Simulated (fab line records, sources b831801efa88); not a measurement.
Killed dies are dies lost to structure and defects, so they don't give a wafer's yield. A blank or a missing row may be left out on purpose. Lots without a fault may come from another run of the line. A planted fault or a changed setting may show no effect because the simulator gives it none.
Which tool did it? | flow gf180mcu | 15 lots, 45 wafers sampled, at 4 steps of a route of 602

WHAT THE GAUGES READ, wafer by wafer
GF_PSD_TW_MEAS_11. Usual: PSD_TW 3180, standard deviation 39.
lot  | measured     | on            | PSD_TW         | flag
L122 | day 14 08:35 | film_metro-02 | 3182 3197 3201 |
L124 | day 15 03:05 | film_metro-04 | 3160 3154 3160 |
L125 | day 15 12:08 | film_metro-02 | 3197 3193 3201 |
L126 | day 16 02:44 | film_metro-01 | 3146 3123 3144 |
L127 | day 16 12:26 | film_metro-04 | 3145 3141 3162 |
L128 | day 16 20:40 | film_metro-04 | 3153 3172 3147 |
L129 | day 17 02:37 | film_metro-01 | 3117 3118 3133 |
L131 | day 17 14:23 | film_metro-02 | 3216 3233 3225 |
L133 | day 18 10:11 | film_metro-02 | 3234 3241 3222 |
L134 | day 18 20:31 | film_metro-02 | 3223 3228 3224 |
L135 | day 19 03:55 | film_metro-02 | 3206 3228 3192 |
L140 | day 21 01:25 | film_metro-02 | 3234 3250 3214 |
L141 | day 21 02:37 | film_metro-02 | 3216 3208 3223 |
L143 | day 21 23:11 | film_metro-01 | 3133 3142 3133 |
L144 | day 22 09:16 | film_metro-04 | 3179 3167 3152 |

GF_CONTACT_CD_MEAS_14: target cd 220 nm. Usual: cd_nm 219.8 nm, standard deviation 1.7.
lot  | measured     | on        | cd_nm (nm)        | flag
L122 | day 16 05:41 | cd_sem-01 | 217.7 217.9 216.6 |
L124 | day 17 00:50 | cd_sem-01 | 219.8 220.6 219.4 |
L125 | day 17 10:34 | cd_sem-01 | 220.9 219.5 219.8 |
L126 | day 18 01:49 | cd_sem-01 | 219.9 219.4 218.4 |
L127 | day 18 12:32 | cd_sem-01 | 223.5 220.4 221.4 |
L128 | day 18 19:46 | cd_sem-02 | 217.5 218.3 217.5 |
L129 | day 19 02:08 | cd_sem-01 | 223.4 223.6 222.7 |
L131 | day 19 14:47 | cd_sem-01 | 217.4 217.9 218.4 |
L133 | day 20 11:20 | cd_sem-02 | 218.1 217.6 217.1 |
L134 | day 20 22:13 | cd_sem-01 | 218.5 218.2 218.3 |
L135 | day 21 05:31 | cd_sem-01 | 220.9 221.9 220.3 |
L140 | day 23 03:29 | cd_sem-02 | 218.6 218.5 218.5 |
L141 | day 23 03:47 | cd_sem-02 | 221.4 220.4 221.3 |
L143 | day 24 00:47 | cd_sem-01 | 218.4 216.9 216.0 |
L144 | day 24 09:55 | cd_sem-01 | 222.8 220.2 221.1 |

WHICH TOOL RAN EACH LOT (tool, then ch and the chambers of the sampled wafers, then the start)
lot  | GF_DUAL_GATE_CLEAN_14           | GF_SALICIDE_SPUTTER_03
L122 | wet_bench-04 ch 0, day 8 10:48  | pvd_sputter-01, day 15 07:12
L124 | wet_bench-02 ch 3, day 9 00:11  | pvd_sputter-03, day 16 00:56
L125 | wet_bench-03 ch 1, day 9 09:29  | pvd_sputter-03, day 16 10:53
L126 | wet_bench-03 ch 3, day 9 19:05  | pvd_sputter-04, day 17 01:58
L127 | wet_bench-02 ch 3, day 10 05:29 | pvd_sputter-03, day 17 12:25
L128 | wet_bench-02 ch 3, day 10 11:11 | pvd_sputter-04, day 17 19:41
L129 | wet_bench-04 ch 1, day 10 15:20 | pvd_sputter-03, day 18 01:48
L131 | wet_bench-02 ch 2, day 11 02:08 | pvd_sputter-01, day 18 14:04
L133 | wet_bench-03 ch 3, day 11 18:53 | pvd_sputter-03, day 19 10:20
L134 | wet_bench-04 ch 3, day 12 03:32 | pvd_sputter-03, day 19 21:12
L135 | wet_bench-03 ch 3, day 12 07:56 | pvd_sputter-01, day 20 04:29
L140 | wet_bench-02 ch 1, day 13 23:20 | pvd_sputter-01, day 22 02:11
L141 | wet_bench-02 ch 0, day 14 01:29 | pvd_sputter-03, day 22 03:17
L143 | wet_bench-03 ch 2, day 14 19:47 | pvd_sputter-04, day 23 00:23
L144 | wet_bench-04 ch 2, day 15 04:08 | pvd_sputter-03, day 23 09:38
- GF_DUAL_GATE_CLEAN_14: cleans in SC1/SC2, time 150 s.
- GF_SALICIDE_SPUTTER_03: material TiN, target thk 20 nm, time 16.7 s.

WHAT THE TOOLS THEMSELVES READ (means of the sampled wafers that have a number; where no wafer has one, the mark that the record gives instead)
GF_DUAL_GATE_CLEAN_14. Usual: bath_guard_temp_C 69.7 C, standard deviation 0.48; bath_heat_duty_pct 13.3 %, standard deviation 1.4.
lot  | tool         | bath_guard_temp_C (C) | bath_heat_duty_pct (%) | flag
L122 | wet_bench-04 | 69.9                  | 14.3                   |
L124 | wet_bench-02 | 70.3                  | 14.6                   |
L125 | wet_bench-03 | 69.3                  | 11.5                   |
L126 | wet_bench-03 | 69.7                  | 13.5                   |
L127 | wet_bench-02 | 70.2                  | 14.4                   |
L128 | wet_bench-02 | 70.1                  | 15.4                   |
L129 | wet_bench-04 | 70.3                  | 10.9                   |
L131 | wet_bench-02 | 68.8                  | 13.5                   |
L133 | wet_bench-03 | -                     | -                      | OFF
L134 | wet_bench-04 | -                     | -                      | OFF
L135 | wet_bench-03 | -                     | -                      | OFF
L140 | wet_bench-02 | 69.4                  | 11.8                   |
L141 | wet_bench-02 | 69.6                  | 15.8                   |
L143 | wet_bench-03 | 69.9                  | 14.0                   |
L144 | wet_bench-04 | 69.8                  | 13.2                   |

GF_SALICIDE_SPUTTER_03. Usual: throttle_valve_pct 29.9 %, standard deviation 0.9.
lot  | tool           | throttle_valve_pct (%) | flag
L122 | pvd_sputter-01 | 30.2                   |
L124 | pvd_sputter-03 | 29.0                   |
L125 | pvd_sputter-03 | 28.8                   |
L126 | pvd_sputter-04 | 30.5                   |
L127 | pvd_sputter-03 | 28.4                   |
L128 | pvd_sputter-04 | 31.0                   |
L129 | pvd_sputter-03 | 29.8                   |
L131 | pvd_sputter-01 | 29.7                   |
L133 | pvd_sputter-03 | 28.5                   |
L134 | pvd_sputter-03 | 29.8                   |
L135 | pvd_sputter-01 | 29.8                   |
L140 | pvd_sputter-01 | 30.3                   |
L141 | pvd_sputter-03 | 29.5                   |
L143 | pvd_sputter-04 | 30.8                   |
L144 | pvd_sputter-03 | 29.5                   |

THE ANSWER, worked out from the rows above alone
Rule: a lot is off if the mean of its wafers that have a number lies more than 3 standard deviations from the usual mean. A lot without any number at a reading at which 4 lots or more have one is off too. The other lots that the step has rows for count as sound. The gauges are gone through in route order, then the tools' own readings, and for those a lot's mean is taken as printed above. The first step at which some lot is off is used, and at that step the reading that is off furthest; a lot without a number counts as furthest.
Off: L133, L134, L135, at GF_DUAL_GATE_CLEAN_14 (bath_guard_temp_C). Without a number there: L133, L134, L135.
A tool fits if, at that step or a process step before it, it ran every lot that is off, and no sound lot after the first of them. None of those tried fits.

WHAT THE SIMULATOR HAD PUT IN
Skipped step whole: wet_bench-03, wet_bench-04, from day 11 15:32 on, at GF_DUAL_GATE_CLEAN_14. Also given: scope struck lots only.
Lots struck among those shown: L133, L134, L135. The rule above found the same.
